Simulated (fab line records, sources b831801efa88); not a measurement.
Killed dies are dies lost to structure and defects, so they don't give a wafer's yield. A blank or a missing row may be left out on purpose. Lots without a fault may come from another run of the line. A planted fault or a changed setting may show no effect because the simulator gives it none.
One fault seen from 2 desks | flow sky130 | each desk has only its own numbers; what lay behind them comes last

THE METROLOGY DESK
What the gauges read, lot by lot, whatever tool the lot ran on: means of the sampled wafers that have a number. A lot is out of limits, marked OUT, if its mean lies more than 4 standard deviations from the usual mean; the brackets give that distance.
Columns: A = LI_CONTACT_OVL at SKY_LI_CONTACT_OVL_MEAS_13, usual 0 nm; B = CONTACT_W_RS at SKY_CONTACT_RS_MEAS_25, usual 0.339 ohm/sq; C = CONTACT_W_THK at SKY_CONTACT_THK_MEAS_26, usual 344 nm
lot  | first seen here | A  | B     | C
L511 | day 29 04:54    | 0  | 0.343 | 344
L512 | day 29 11:56    | 6  | 0.339 | 349
L513 | day 29 20:28    | 0  | 0.344 | 347
L517 | day 31 15:10    | 11 | 0.337 | 342
L522 | day 33 12:40    | -4 | 0.338 | 354
L523 | day 33 18:59    | -6 | 0.339 | 343
L525 | day 35 05:43    | 0  | 0.341 | 347
L529 | day 35 10:40    | 2  | 0.337 | 350
L530 | day 35 12:32    | 4  | 0.341 | 344
L531 | day 35 18:01    | 1  | 0.343 | 333
L532 | day 35 23:19    | -3 | 0.347 | 332
L533 | day 36 13:47    | -1 | 0.337 | 350
L534 | day 36 16:06    | 4  | 0.340 | 338
This desk's finding: nothing out of limits on any of the 13 lots.

THE TOOL OWNER'S DESK: rie_diel-02
The tool's own readings at SKY_LI_CONTACT_ETCH_14 (etches BARC in N2/H2, stops on SiO2, time 45.9 s, target depth 60 nm): means of the sampled wafers that have a number, for each lot that ran on this tool. A lot is out of limits, marked OUT, if its mean lies more than 4 standard deviations from the usual mean; the brackets give that distance.
Columns: A = bias_w at SKY_LI_CONTACT_ETCH_14, usual 100.0 W; B = drypump_motor_current_A at SKY_LI_CONTACT_ETCH_14, usual 5.7 A; C = oes_product_au at SKY_LI_CONTACT_ETCH_14, usual 0.854 a.u.; D = throttle_valve_pct at SKY_LI_CONTACT_ETCH_14, usual 13.224 %
lot  | first seen here | A              | B   | C     | D
L511 | day 29 04:56    | 99.9           | 5.9 | 0.852 | 13.217
L513 | day 29 20:30    | 100.1          | 6.1 | 0.851 | 13.215
L522 | day 33 12:42    | 79.7 (-63) OUT | 5.7 | 0.851 | 13.226
L523 | day 33 19:02    | 79.4 (-64) OUT | 6.0 | 0.851 | 13.226
L533 | day 36 13:50    | 100.2          | 6.0 | 0.855 | 13.231
This desk's finding: out of limits on L522, L523; first on L522, day 33 12:42 (bias_w at SKY_LI_CONTACT_ETCH_14). In limits: L511, L513, L533.

PUT TOGETHER
The tool owner's desk could have raised an alarm at day 33 12:42, on L522, L523.
The metrology desk saw nothing out of limits.
The metrology desk has L522, L523 on record, within its limits.
Of the lots named, all ran SKY_LI_CONTACT_ETCH_14 on rie_diel-02.

WHAT THE SIMULATOR HAD PUT IN
Process parameter drift: rie_diel-02, from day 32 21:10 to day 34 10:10, at SKY_LI_CONTACT_ETCH_14. Setting bias_w, moved by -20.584, from 100. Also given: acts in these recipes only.
Lots struck among those shown: L522, L523.
Hours from the fault's start to each desk's first reading out of limits: the tool owner's desk, 16.
